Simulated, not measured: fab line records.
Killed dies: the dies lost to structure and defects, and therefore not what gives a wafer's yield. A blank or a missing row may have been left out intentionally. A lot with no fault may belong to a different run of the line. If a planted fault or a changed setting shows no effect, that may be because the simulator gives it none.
fab line records | flow gf180mcu
record: lots: 12 | wafers: 35 | last_day: 34
route steps=602 shown MVPSD@88 PSD@250 M2@379 V4@477
lots that met no fault: taken from a fault-free run of the same line
start_h: hours from the record's first day to the start of the lot's first wafer shown | wait_h: hours from the lot's prior step to this one | " same as the row above | L1.1+2: one row covering several wafers at once | - no value, or no start given | * or withheld: withheld | < > ~ a bound
route shown NAME@n: NAME is a module with steps in the file, n the number in the route of the first one | usual: mean/standard deviation taken from wafers without a fault | same: alike in all rows | chamber/n: place in a boat | sites: each site's reading | _std_site: the values' standard deviation | _edge_site: the outer-site mean with the inner-site mean subtracted | radius_mm: for every site, how far away it sits from the centre of the wafer | mask NAME#n: copy n | behind: the most recent tool/chamber to have shaped the wafer | hold: cause of the lot's hold/its duration in hours/its outcome | device: the n, p or np transistor that did not switch | end of line: the route-end tests of the same wafers | for a step that has no rows: nothing shown but its recipe | killed: dies that structure and defects cost at the first sort, which is not the same as the wafer's yield | map: the dies of a wafer, with x for killed, . for not killed, _ for no die there
set.NAME: the setting as run; set.NAME@STEP: as run at that earlier step | model.NAME: the simulator's own value behind a step, which no gauge read
one table for each step of the route and one row for each wafer, over a sample of lots
services: a tool's chamber out of use, with start hour (start_h, from the record's first day; less than 0 if before it), hours out, and reason
== steps ==
step: GF_MVPSD_STRIP_10
recipe: chemistry: O2/N2 | power_w: 1400 | pressure_mtorr: 1500 | platen_temp_c: 250 | o2_flow_sccm: 3000 | n2_flow_sccm: 300 | overash_fraction: 0.5
usual: drypump_motor_current_A: 5.7/0.56 | heater_power_w: 331/8.7 | oes_product_au: 0.722/0.0048 | strip_time_to_endpoint_s: 36.91/0.1
lot.wafer | tool            | chamber | start_h | wait_h | drypump_motor_current_A | heater_power_w | oes_product_au | rf_hours_counter_h | strip_time_to_endpoint_s
L677.3    | plasma_asher-03 | 0       | 102.40  | 0.1    | 5.5                     | 339            | 0.719          | -                  | 36.63
L677.4    | "               | 1       | "       | "      | 6.6                     | 329            | 0.722          | -                  | 36.78
L677.6    | "               | 0       | "       | "      | 5.5                     | 328            | 0.722          | -                  | 36.75
L678.1    | plasma_asher-04 | 0       | 109.78  | 0.1    | 5.7                     | 325            | 0.723          | 45                 | 36.92
L678.4    | "               | 0       | "       | "      | 5.7                     | 323            | 0.729          | -                  | 36.90
L678.6    | "               | 1       | "       | "      | 4.9                     | 326            | 0.729          | -                  | 36.88
L680.2    | plasma_asher-03 | 0       | 121.62  | 0.1    | 5.5                     | 341            | 0.726          | 32                 | 36.78
L680.3    | "               | 1       | "       | "      | 6.6                     | 338            | 0.719          | -                  | 36.82
L680.6    | "               | 0       | "       | "      | 5.5                     | 328            | 0.718          | -                  | 36.80
L681.3    | plasma_asher-01 | 1       | 130.35  | 0.1    | 5.4                     | 334            | 0.725          | -                  | 36.87
L681.5    | "               | 0       | "       | "      | 5.3                     | 319            | 0.718          | -                  | 36.95
L681.6    | "               | 1       | "       | "      | 5.3                     | 343            | 0.722          | -                  | 36.81
L682.2    | plasma_asher-01 | 0       | 134.18  | 0.1    | 5.3                     | 313            | 0.725          | 2                  | 36.89
L682.4    | "               | 0       | "       | "      | 5.3                     | 316            | 0.724          | -                  | 36.93
L682.6    | "               | 1       | "       | "      | 5.3                     | 335            | 0.714          | -                  | 36.97
L684.1    | plasma_asher-03 | 0       | 147.62  | 0.1    | 5.5                     | 336            | 0.725          | 35                 | 36.97
L684.4    | "               | 1       | "       | "      | 6.6                     | 331            | 0.729          | -                  | 37.04
L684.5    | "               | 1       | "       | "      | 6.6                     | 333            | 0.722          | -                  | 36.96
L685.1    | plasma_asher-01 | 0       | 151.73  | 0.1    | 5.2                     | 319            | 0.730          | 4                  | 36.93
L685.2    | "               | 1       | "       | "      | 5.3                     | 335            | 0.717          | 4                  | 36.88
L685.4    | "               | 0       | "       | "      | 5.2                     | 313            | 0.720          | -                  | 36.95
L686.1    | plasma_asher-01 | 1       | 158.43  | 0.1    | 5.3                     | 343            | 0.728          | 5                  | 36.92
L686.3    | "               | 0       | "       | "      | 5.3                     | 315            | 0.728          | -                  | 36.82
L686.6    | "               | 0       | "       | "      | 5.3                     | 314            | 0.729          | -                  | 36.87
L689.2    | plasma_asher-03 | 0       | 173.33  | 0.1    | 5.5                     | 332            | 0.720          | 37                 | 36.85
L689.6    | "               | 0       | "       | "      | 5.5                     | 336            | 0.716          | -                  | 36.80
L695.3    | plasma_asher-03 | 0       | 213.41  | 0.1    | 5.5                     | 339            | 0.724          | -                  | 37.10
L695.4    | "               | 1       | "       | "      | 6.6                     | 328            | 0.720          | -                  | 36.87
L695.6    | "               | 0       | "       | "      | 5.5                     | 323            | 0.722          | -                  | 36.88
L697.1    | plasma_asher-04 | 0       | 223.38  | 0.1    | 5.7                     | 325            | 0.723          | 57                 | 36.89
L697.2    | "               | 1       | "       | "      | 5.0                     | 322            | 0.719          | 57                 | 36.95
L697.6    | "               | 0       | "       | "      | 5.7                     | 331            | 0.724          | -                  | 36.82
L699.2    | plasma_asher-03 | 0       | 234.09  | 0.1    | 5.5                     | 336            | 0.721          | 44                 | 36.99
L699.3    | "               | 1       | "       | "      | 6.6                     | 329            | 0.729          | -                  | 37.03
L699.4    | "               | 0       | "       | "      | 5.5                     | 339            | 0.732          | -                  | 36.84
step: GF_PSD_COAT_02
recipe: resist: NOVOLAK | spin_rpm: 3000 | resist_thk_nm: 1000
lot.wafer  | tool           | chamber | start_h | wait_h
L677.3+4+6 | litho_track-03 | 0       | 317.64  | 0.1
L678.1+4+6 | litho_track-02 | 0       | 328.53  | 0.1
L680.2+3+6 | litho_track-02 | 0       | 350.50  | 0.1
L681.3+5+6 | litho_track-02 | 0       | 353.78  | 0.1
L682.2+4+6 | litho_track-04 | 0       | 358.27  | 0.1
L684.1+4+5 | litho_track-04 | 0       | 378.25  | 0.1
L685.1+2+4 | litho_track-04 | 0       | 380.90  | 0.1
L686.1+3+6 | litho_track-02 | 0       | 391.78  | 0.1
L689.2+6   | litho_track-04 | 0       | 414.02  | 0.1
L695.3+4+6 | litho_track-03 | 0       | 471.29  | 0.1
L697.1+2+6 | litho_track-03 | 0       | 481.39  | 0.1
L699.2+3+4 | litho_track-04 | 0       | 499.72  | 0.1
step: GF_PSD_STRIP_10
recipe: chemistry: O2/N2 | power_w: 1400 | pressure_mtorr: 1500 | platen_temp_c: 250 | o2_flow_sccm: 3000 | n2_flow_sccm: 300 | overash_fraction: 0.5
usual: drypump_motor_current_A: 5.8/0.59 | heater_power_w: 325/13 | oes_product_au: 0.592/0.0046 | strip_time_to_endpoint_s: 16.53/0.034
lot.wafer | tool            | chamber | start_h | wait_h | drypump_motor_current_A | heater_power_w | oes_product_au | rf_hours_counter_h | strip_time_to_endpoint_s
L677.3    | plasma_asher-03 | 1       | 328.57  | 0.1    | 6.6                     | 325            | 0.587          | -                  | 16.52
L677.4    | "               | 0       | "       | "      | 5.5                     | 332            | 0.592          | -                  | 16.50
L677.6    | "               | 0       | "       | "      | 5.5                     | 327            | 0.595          | -                  | 16.53
L678.1    | plasma_asher-02 | 1       | 339.49  | 0.1    | 5.5                     | 299            | 0.595          | 66                 | 16.52
L678.4    | "               | 1       | "       | "      | 5.5                     | 313            | 0.588          | -                  | 16.49
L678.6    | "               | 1       | "       | "      | 5.5                     | 297            | 0.588          | -                  | 16.53
L680.2    | plasma_asher-02 | 0       | 361.74  | 0.1    | 6.5                     | 337            | 0.593          | 68                 | 16.53
L680.3    | "               | 0       | "       | "      | 6.5                     | 328            | 0.586          | -                  | 16.52
L680.6    | "               | 1       | "       | "      | 5.5                     | 296            | 0.596          | -                  | 16.50
L681.3    | plasma_asher-03 | 0       | 365.23  | 0.1    | 5.5                     | 338            | 0.589          | -                  | 16.49
L681.5    | "               | 1       | "       | "      | 6.6                     | 330            | 0.596          | -                  | 16.46
L681.6    | "               | 0       | "       | "      | 5.5                     | 329            | 0.591          | -                  | 16.45
L682.2    | plasma_asher-02 | 0       | 369.74  | 0.1    | 6.6                     | 324            | 0.593          | 69                 | 16.54
L682.4    | "               | 0       | "       | "      | 6.6                     | 336            | 0.593          | -                  | 16.54
L682.6    | "               | 1       | "       | "      | 5.5                     | 302            | 0.586          | -                  | 16.55
L684.1    | plasma_asher-03 | 1       | 389.84  | 0.1    | 6.6                     | 333            | 0.597          | 59                 | 16.57
L684.4    | "               | 1       | "       | "      | 6.6                     | 337            | 0.586          | -                  | 16.54
L684.5    | "               | 1       | "       | "      | 6.5                     | 344            | 0.593          | -                  | 16.56
L685.1    | plasma_asher-04 | 0       | 393.00  | 0.1    | 5.7                     | 332            | 0.585          | 75                 | 16.52
L685.2    | "               | 1       | "       | "      | 4.9                     | 317            | 0.599          | 75                 | 16.54
L685.4    | "               | 1       | "       | "      | 4.9                     | 324            | 0.596          | -                  | 16.53
L686.1    | plasma_asher-03 | 1       | 404.14  | 0.1    | 6.5                     | 333            | 0.596          | 60                 | 16.51
L686.3    | "               | 0       | "       | "      | 5.5                     | 342            | 0.587          | -                  | 16.51
L686.6    | "               | 0       | "       | "      | 5.5                     | 339            | 0.589          | -                  | 16.56
L689.2    | plasma_asher-04 | 1       | 426.27  | 0.1    | 4.9                     | 326            | 0.586          | 79                 | 16.53
L689.6    | "               | 1       | "       | "      | 4.9                     | 326            | 0.593          | -                  | 17.54
L695.3    | plasma_asher-02 | 1       | 483.97  | 0.2    | 5.5                     | 313            | 0.588          | -                  | 16.49
L695.4    | "               | 0       | "       | "      | 6.5                     | 322            | 0.590          | -                  | 16.49
L695.6    | "               | 1       | "       | "      | 5.5                     | 310            | 0.591          | -                  | 16.50
L697.1    | plasma_asher-04 | 0       | 493.74  | 0.1    | 5.7                     | 314            | 0.591          | 87                 | 16.50
L697.2    | "               | 1       | "       | "      | 5.0                     | 320            | 0.603          | 87                 | 16.50
L697.6    | "               | 0       | "       | "      | 5.7                     | 328            | 0.592          | -                  | 16.50
L699.2    | plasma_asher-02 | 1       | 512.00  | 0.1    | 5.5                     | 304            | 0.595          | 7                  | 16.54
L699.3    | "               | 1       | "       | "      | 5.5                     | 308            | 0.595          | -                  | 16.55
L699.4    | "               | 0       | "       | "      | 6.5                     | 325            | 0.593          | -                  | 16.53
step: GF_M2_STRIP_17
recipe: chemistry: O2/N2 | power_w: 1400 | pressure_mtorr: 1500 | platen_temp_c: 250 | o2_flow_sccm: 3000 | n2_flow_sccm: 300 | overash_fraction: 0.5
usual: drypump_motor_current_A: 5.7/0.55 | heater_power_w: 328/13 | oes_product_au: 0.537/0.0045 | strip_time_to_endpoint_s: 7.37/0.047
lot.wafer | tool            | chamber | start_h | wait_h | drypump_motor_current_A | heater_power_w | oes_product_au | rf_hours_counter_h | strip_time_to_endpoint_s
L677.3    | plasma_asher-02 | 1       | 451.77  | 0.1    | 5.5                     | 301            | 0.544          | -                  | 7.40
L677.4    | "               | 0       | "       | "      | 6.5                     | 317            | 0.532          | -                  | 7.35
L677.6    | "               | 0       | "       | "      | 6.6                     | 319            | 0.537          | -                  | 7.32
L678.1    | plasma_asher-03 | 1       | 462.26  | 0.1    | 6.6                     | 333            | 0.532          | 67                 | 7.30
L678.4    | "               | 1       | "       | "      | 6.6                     | 335            | 0.543          | -                  | 7.42
L678.6    | "               | 1       | "       | "      | 6.6                     | 330            | 0.545          | -                  | 7.42
L680.2    | plasma_asher-03 | 0       | 486.26  | 0.1    | 5.5                     | 332            | 0.532          | 69                 | 7.32
L680.3    | "               | 0       | "       | "      | 5.5                     | 331            | 0.545          | -                  | 7.38
L680.6    | "               | 0       | "       | "      | 5.5                     | 337            | 0.539          | -                  | 7.32
L681.3    | plasma_asher-03 | 1       | 491.77  | 0.1    | 6.6                     | 338            | 0.540          | -                  | 7.35
L681.5    | "               | 0       | "       | "      | 5.5                     | 327            | 0.541          | -                  | 7.37
L681.6    | "               | 1       | "       | "      | 6.6                     | 337            | 0.533          | -                  | 7.31
L682.2    | plasma_asher-02 | 1       | 495.71  | 0.1    | 5.5                     | 301            | 0.546          | 6                  | 7.46
L682.4    | "               | 0       | "       | "      | 6.5                     | 324            | 0.539          | -                  | 7.46
L682.6    | "               | 0       | "       | "      | 6.6                     | 318            | 0.543          | -                  | 7.46
L684.1    | plasma_asher-01 | 0       | 515.53  | 0.1    | 5.3                     | 314            | 0.541          | 44                 | 7.39
L684.4    | "               | 1       | "       | "      | 5.3                     | 344            | 0.546          | -                  | 7.40
L684.5    | "               | 1       | "       | "      | 5.3                     | 338            | 0.540          | -                  | 7.47
L685.1    | plasma_asher-03 | 0       | 518.94  | 0.1    | 5.5                     | 330            | 0.533          | 73                 | 7.42
L685.2    | "               | 1       | "       | "      | 6.5                     | 336            | 0.533          | 73                 | 7.33
L685.4    | "               | 1       | "       | "      | 6.6                     | 334            | 0.534          | -                  | 7.40
L686.1    | plasma_asher-01 | 1       | 530.76  | 0.2    | 5.3                     | 346            | 0.532          | 45                 | 7.37
L686.3    | "               | 1       | "       | "      | 5.3                     | 342            | 0.534          | -                  | 7.38
L686.6    | "               | 1       | "       | "      | 5.3                     | 344            | 0.546          | -                  | 7.40
L689.2    | plasma_asher-01 | 1       | 551.68  | 0.1    | 5.3                     | 350            | 0.534          | 48                 | 7.31
L689.6    | "               | 1       | "       | "      | 5.3                     | 343            | 0.536          | -                  | 7.39
L695.3    | plasma_asher-02 | 0       | 603.62  | 0.1    | 6.5                     | 313            | 0.535          | -                  | 7.36
L695.4    | "               | 1       | "       | "      | 5.5                     | 302            | 0.531          | -                  | 7.36
L695.6    | "               | 0       | "       | "      | 6.5                     | 318            | 0.534          | -                  | 7.35
L697.1    | plasma_asher-02 | 1       | 611.79  | 0.1    | 5.5                     | 301            | 0.541          | 15                 | 7.37
L697.2    | "               | 0       | "       | "      | 6.6                     | 316            | 0.537          | 15                 | 7.44
L697.6    | "               | 1       | "       | "      | 5.5                     | 304            | 0.535          | -                  | 7.43
L699.2    | plasma_asher-03 | 0       | 628.11  | 0.1    | 5.5                     | 333            | 0.541          | 86                 | 7.39
L699.3    | "               | 0       | "       | "      | 5.5                     | 331            | 0.533          | -                  | 7.34
L699.4    | "               | 1       | "       | "      | 6.6                     | 336            | 0.539          | -                  | 7.40
step: GF_V4_THK_MEAS_01
recipe: reads: SiO2_of_V4_CVD_00
usual: V4_CVD_00_THK: 604/6.1
lot.wafer | tool          | chamber | start_h | wait_h | V4_CVD_00_THK[nm]
L677.3    | film_metro-04 | -       | 553.54  | 0.1    | 603
L677.4    | "             | -       | "       | "      | 599
L677.6    | "             | -       | "       | "      | 599
L678.1    | film_metro-02 | -       | 563.46  | 0.0    | 613
L678.4    | "             | -       | "       | "      | 605
L678.6    | "             | -       | "       | "      | 601
L680.2    | film_metro-02 | -       | 584.53  | 0.0    | 616
L680.3    | "             | -       | "       | "      | 613
L680.6    | "             | -       | "       | "      | 607
L681.3    | film_metro-02 | -       | 588.98  | 0.1    | 602
L681.5    | "             | -       | "       | "      | 599
L681.6    | "             | -       | "       | "      | 599
L682.2    | film_metro-03 | -       | 592.13  | 0.0    | 608
L682.4    | "             | -       | "       | "      | 599
L682.6    | "             | -       | "       | "      | 606
L684.1    | film_metro-03 | -       | 610.52  | 0.0    | 594
L684.4    | "             | -       | "       | "      | 611
L684.5    | "             | -       | "       | "      | 607
L685.1    | film_metro-04 | -       | 613.07  | 0.0    | 607
L685.2    | "             | -       | "       | "      | 600
L685.4    | "             | -       | "       | "      | 611
L686.1    | film_metro-03 | -       | 625.24  | 0.0    | 593
L686.3    | "             | -       | "       | "      | 603
L686.6    | "             | -       | "       | "      | 602
L689.2    | film_metro-04 | -       | 643.02  | 0.1    | 594
L689.6    | "             | -       | "       | "      | 606
L695.3    | film_metro-03 | -       | 689.88  | 0.1    | 610
L695.4    | "             | -       | "       | "      | 614
L695.6    | "             | -       | "       | "      | 612
L697.1    | film_metro-03 | -       | 697.49  | 0.0    | 616
L697.2    | "             | -       | "       | "      | 612
L697.6    | "             | -       | "       | "      | 610
L699.2    | film_metro-03 | -       | 711.89  | 0.0    | 604
L699.3    | "             | -       | "       | "      | 606
L699.4    | "             | -       | "       | "      | 607
== services ==
tool            | chamber | start_h | hours | kind
plasma_asher-01 | -       | 108.75  | 9.0   | pm
plasma_asher-03 | -       | 110.79  | 1.7   | repair
plasma_asher-04 | -       | 126.91  | 14.6  | pm
plasma_asher-04 | -       | 146.78  | 2.7   | repair
plasma_asher-03 | -       | 150.90  | 11.1  | repair
plasma_asher-01 | -       | 163.62  | 6.3   | repair
plasma_asher-02 | -       | 203.58  | 17.4  | repair
plasma_asher-01 | -       | 211.01  | 3.3   | repair
plasma_asher-03 | -       | 258.30  | 0.7   | repair
plasma_asher-03 | -       | 268.33  | 0.9   | repair
plasma_asher-04 | -       | 292.04  | 0.5   | repair
plasma_asher-02 | -       | 292.13  | 2.8   | pm
plasma_asher-02 | -       | 339.05  | 0.3   | repair
plasma_asher-01 | -       | 406.31  | 2.1   | repair
plasma_asher-02 | -       | 406.93  | 7.6   | repair
plasma_asher-01 | -       | 408.92  | 2.0   | repair
plasma_asher-02 | -       | 421.25  | 9.0   | pm
plasma_asher-02 | -       | 489.01  | 2.0   | repair
plasma_asher-04 | -       | 489.43  | 0.7   | repair
plasma_asher-02 | -       | 499.19  | 4.5   | repair
plasma_asher-02 | -       | 513.31  | 3.8   | repair
plasma_asher-04 | -       | 566.84  | 10.2  | repair
plasma_asher-02 | -       | 571.59  | 28.1  | pm
plasma_asher-01 | -       | 600.50  | 7.9   | repair
== key ==
first_sign: step: GF_PSD_STRIP_10 | reading: strip_time_to_endpoint_s | direction: up | sigmas: 29 | usual: * | struck: *
effect none on later readings
met_at GF_PSD_COAT_02
struck_lots L689
struck_wafers L689.6
tester_left_out L689
not_acting_at GF_MVPSD_STRIP_10,GF_M2_STRIP_17,GF_V4_THK_MEAS_01
onset_between 380.90 414.02
fault: kind: process_parameter_drift | tool: litho_track-04 | chamber: - | onset_h: 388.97 | steps: GF_PSD_COAT_02 | channel: resist_thk_nm | offset: * | shape: step | end_h: 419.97 | scope: struck_wafers_only | acts_in: * | stated: *
tester_left_out: of these lots the tester's yield and bins aren't shown, on N5 and GAA mostly nor the transistor test; their killed dies are dies lost to structure and defects alone, not to doping, threshold or leakage, so they don't give the yield
